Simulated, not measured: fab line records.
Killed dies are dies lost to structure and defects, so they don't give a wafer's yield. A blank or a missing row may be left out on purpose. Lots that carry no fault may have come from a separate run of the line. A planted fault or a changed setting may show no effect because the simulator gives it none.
fab line records -- flow gf180mcu
record lots=7, wafers=21, lastDay=33
route steps=602 shown DNWELL@36 NWELL@42
lots that met no fault: from a run of the same line without faults
startH: start of the lot's first displayed wafer, in hours after the record's first day -- waitH: hours from the lot's prior step to this one -- " unchanged from the row above -- L1.1+2: a row that stands for several wafers -- - no value, or no start was given -- * or withheld: withheld -- < > ~ a bound
route shown NAME@n: a module of which the file shows steps, and the number in the route of the first -- usual: average and standard deviation across the fault-free wafers -- same: alike in all rows -- chamber/n: place in a boat -- sites: each site's reading -- _std_site: standard deviation across them -- _edge_site: mean of outer sites minus mean of inner sites -- radiusMm: how far each site lies from the wafer's centre -- mask NAME#n: copy n -- behind: the most recent tool/chamber to have shaped the wafer -- hold: what put the lot on hold/how long, in hours/how the hold closed -- device: transistor that didn't switch, given as n, p or np -- end of line: the same wafers' tests at the end of the route -- step lacking rows: just its recipe -- killed: at the first sort, the dies lost to defects and structure; wafer yield is something else -- map: dies across one wafer; x = killed, . = not, _ = none there
set.NAME: the run value of the setting; set.NAME@STEP: its run value at that earlier step -- model.NAME: the simulator's own value behind a step, which no gauge read
certain route steps with their lots: each step a table, each wafer a row
services: a tool's chamber out of use, with start hour (startH, from the record's first day; less than 0 if before it), hours out, and reason
## steps
# step GF_DNWELL_EXPOSE_04
# recipe maskId=DNWELL, targetCdNm=1700, na=0.6, sourceShape=conventional, sigmaOuter=0.6, doseMj=260
# step GF_DNWELL_PEB_05
# recipe tempC=115, timeS=withheld
# step GF_DNWELL_DEVELOP_06
# recipe wallAngleDeg=90, developTimeS=60, devTempC=23
# step GF_DNWELL_IMPLANT_07
# recipe species=P, energyKev=1500, doseCm2=1e+13, tiltDeg=0
# step GF_DNWELL_STRIP_08
# recipe chemistry=O2/N2, powerW=1400, pressureMtorr=1500, platenTempC=250, o2FlowSccm=3000, n2FlowSccm=300, overashFraction=0.5
# usual drypumpMotorCurrentA=5.4/0.47, heaterPowerW=315/45, oesProductAu=0.723/0.0052, stripTimeToEndpointS=36.97/0.084
lot.wafer,tool,chamber,startH,waitH,drypumpMotorCurrentA,heaterPowerW,oesProductAu,rfHoursCounterH,stripTimeToEndpointS
L748.2,plasmaAsher-04,0,52.77,0.1,4.8,280,0.724,24,36.88
L748.3,plasmaAsher-04,0,52.77,0.1,4.8,280,0.721,-,36.90
L748.5,plasmaAsher-04,1,52.77,0.1,5.2,356,0.716,-,36.89
L749.1,plasmaAsher-02,1,56.72,0.1,5.5,384,0.732,37,36.97
L749.3,plasmaAsher-02,0,56.72,0.1,6.1,301,0.717,-,36.92
L749.5,plasmaAsher-02,1,56.72,0.1,5.5,391,0.721,-,37.02
L750.4,plasmaAsher-04,0,66.80,0.1,4.7,274,0.717,-,36.82
L750.5,plasmaAsher-04,0,66.80,0.1,4.7,280,0.722,-,36.93
L750.6,plasmaAsher-04,1,66.80,0.1,5.3,359,0.732,-,36.83
L751.4,plasmaAsher-01,1,69.70,0.1,4.8,262,0.726,-,36.97
L751.5,plasmaAsher-01,0,69.70,0.1,5.6,285,0.715,-,36.92
L751.6,plasmaAsher-01,1,69.70,0.1,4.8,267,0.718,-,36.92
L752.3,plasmaAsher-01,1,73.69,0.1,4.8,271,0.726,-,37.01
L752.4,plasmaAsher-01,0,73.69,0.1,5.6,280,0.721,-,36.99
L752.5,plasmaAsher-01,1,73.69,0.1,4.8,269,0.722,-,36.97
L763.1,plasmaAsher-01,1,132.67,0.1,4.8,268,0.722,49,36.96
L763.4,plasmaAsher-01,0,132.67,0.1,5.6,286,0.726,-,37.10
L763.6,plasmaAsher-01,0,132.67,0.1,5.6,277,0.718,-,37.12
L767.2,plasmaAsher-02,1,153.30,0.1,5.5,380,0.709,47,36.89
L767.4,plasmaAsher-02,1,153.30,0.1,5.5,396,0.720,-,36.80
L767.6,plasmaAsher-02,1,153.30,0.1,5.5,392,0.721,-,36.73
# step GF_DNWELL_TW_MEAS_09
# usual DNWELL_TW=1354/18
lot.wafer,tool,chamber,startH,waitH,DNWELL_TW
L748.2,filmMetro-02,-,52.88,0.1,1371
L748.3,filmMetro-02,-,52.88,0.1,1370
L748.5,filmMetro-02,-,52.88,0.1,1371
L749.1,filmMetro-02,-,56.82,0.1,1377
L749.3,filmMetro-02,-,56.82,0.1,1372
L749.5,filmMetro-02,-,56.82,0.1,1367
L750.4,filmMetro-02,-,66.90,0.1,1378
L750.5,filmMetro-02,-,66.90,0.1,1377
L750.6,filmMetro-02,-,66.90,0.1,1375
L751.4,filmMetro-03,-,69.80,0.1,1344
L751.5,filmMetro-03,-,69.80,0.1,1354
L751.6,filmMetro-03,-,69.80,0.1,1355
L752.3,filmMetro-03,-,73.77,0.1,1341
L752.4,filmMetro-03,-,73.77,0.1,1335
L752.5,filmMetro-03,-,73.77,0.1,1340
L763.1,filmMetro-02,-,132.77,0.1,1376
L763.4,filmMetro-02,-,132.77,0.1,1383
L763.6,filmMetro-02,-,132.77,0.1,1379
L767.2,filmMetro-02,-,153.41,0.1,1378
L767.4,filmMetro-02,-,153.41,0.1,1379
L767.6,filmMetro-02,-,153.41,0.1,1377
# step GF_NWELL_DEHYDRATE_00
# recipe tempC=200, timeS=60
# step GF_NWELL_HMDS_01
# recipe primeTimeS=60, primeTempC=120
# step GF_NWELL_COAT_02
# recipe spinRpm=2000, resistThkNm=3000
# step GF_NWELL_SOFTBAKE_03
# recipe tempC=110, timeS=withheld
# step GF_NWELL_EXPOSE_04
# recipe maskId=Nwell, targetCdNm=860, na=0.6, sourceShape=conventional, sigmaOuter=0.6, doseMj=260
# step GF_NWELL_PEB_05
# recipe tempC=115, timeS=withheld
# step GF_NWELL_DEVELOP_06
# recipe wallAngleDeg=90, developTimeS=60, devTempC=23
# usual chillPlateTempC=23.02/0.099, developTimeS=60/0
lot.wafer,tool,chamber,startH,waitH,chillPlateTempC,developTimeS
L748.2,lithoTrack-03,0,65,-,23.00,60
L748.3,lithoTrack-03,0,65,-,22.92,60
L748.5,lithoTrack-03,0,65,-,23.02,60
L749.1,lithoTrack-01,-,69,-,-,-
L749.3,lithoTrack-01,-,69,-,-,-
L749.5,lithoTrack-01,-,69,-,-,-
L750.4,lithoTrack-04,-,80,-,-,-
L750.5,lithoTrack-04,-,80,-,-,-
L750.6,lithoTrack-04,-,80,-,-,-
L751.4,lithoTrack-01,-,82,-,-,-
L751.5,lithoTrack-01,-,82,-,-,-
L751.6,lithoTrack-01,-,82,-,-,-
L752.3,lithoTrack-01,0,87,-,22.86,60
L752.4,lithoTrack-01,0,87,-,23.06,60
L752.5,lithoTrack-01,0,87,-,22.96,60
L763.1,lithoTrack-04,0,148,-,23.10,60
L763.4,lithoTrack-04,0,148,-,23.05,60
L763.6,lithoTrack-04,0,148,-,22.87,60
L767.2,lithoTrack-01,0,169,-,23.11,60
L767.4,lithoTrack-01,0,169,-,23.05,60
L767.6,lithoTrack-01,0,169,-,22.99,60
# step GF_NWELL_OVL_MEAS_07
# usual NWELL_OVL=-1.7/1.6
lot.wafer,tool,chamber,startH,waitH,NWELL_OVL[nm]
L748.2,overlay-02,-,65.30,-,-3.0
L748.3,overlay-02,-,65.30,-,-3.9
L748.5,overlay-02,-,65.30,-,-1.3
L749.1,overlay-02,-,69.87,-,-
L749.3,overlay-02,-,69.87,-,-
L749.5,overlay-02,-,69.87,-,-
L750.4,overlay-01,-,80.14,-,-
L750.5,overlay-01,-,80.14,-,-
L750.6,overlay-01,-,80.14,-,-
L751.4,overlay-02,-,82.94,-,-
L751.5,overlay-02,-,82.94,-,-
L751.6,overlay-02,-,82.94,-,-
L752.3,overlay-02,-,87.38,-,-1.1
L752.4,overlay-02,-,87.38,-,-1.7
L752.5,overlay-02,-,87.38,-,-0.8
L763.1,overlay-02,-,148.47,-,1.2
L763.4,overlay-02,-,148.47,-,0.7
L763.6,overlay-02,-,148.47,-,0.0
L767.2,overlay-01,-,169.43,-,-1.8
L767.4,overlay-01,-,169.43,-,-1.9
L767.6,overlay-01,-,169.43,-,0.3
## services
tool,chamber,startH,hours,kind
plasmaAsher-02,-,70.64,2.8,pm
plasmaAsher-04,-,95.53,10.6,repair
plasmaAsher-01,-,155.15,2.8,pm
## key
firstSign step=GF_NWELL_DEVELOP_06, reading=toolRecord, direction=missing
effect none on later readings
metAt GF_NWELL_DEVELOP_06
struckWafers L749.1,L749.3,L749.5,L750.4,L750.5,L750.6,L751.4,L751.5,L751.6
sortLeftOut L749.1,L749.3,L749.5,L750.4,L750.5,L750.6,L751.4,L751.5,L751.6
testerLeftOut L749,L750,L751
fault kind=skippedStepWhole, tool=lithoTrack-01,lithoTrack-04, chamber=-, onsetH=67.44, steps=GF_NWELL_DEVELOP_06, scope=struckLotsOnly
# testerLeftOut: of these lots the tester's yield and bins aren't shown, on N5 and GAA mostly nor the transistor test; their killed dies are dies lost to structure and defects alone, not to doping, threshold or leakage, so they don't give the yield
# sortLeftOut: the simulated sort isn't trusted on such a fault, so these wafers' sort isn't shown, and their yield isn't known
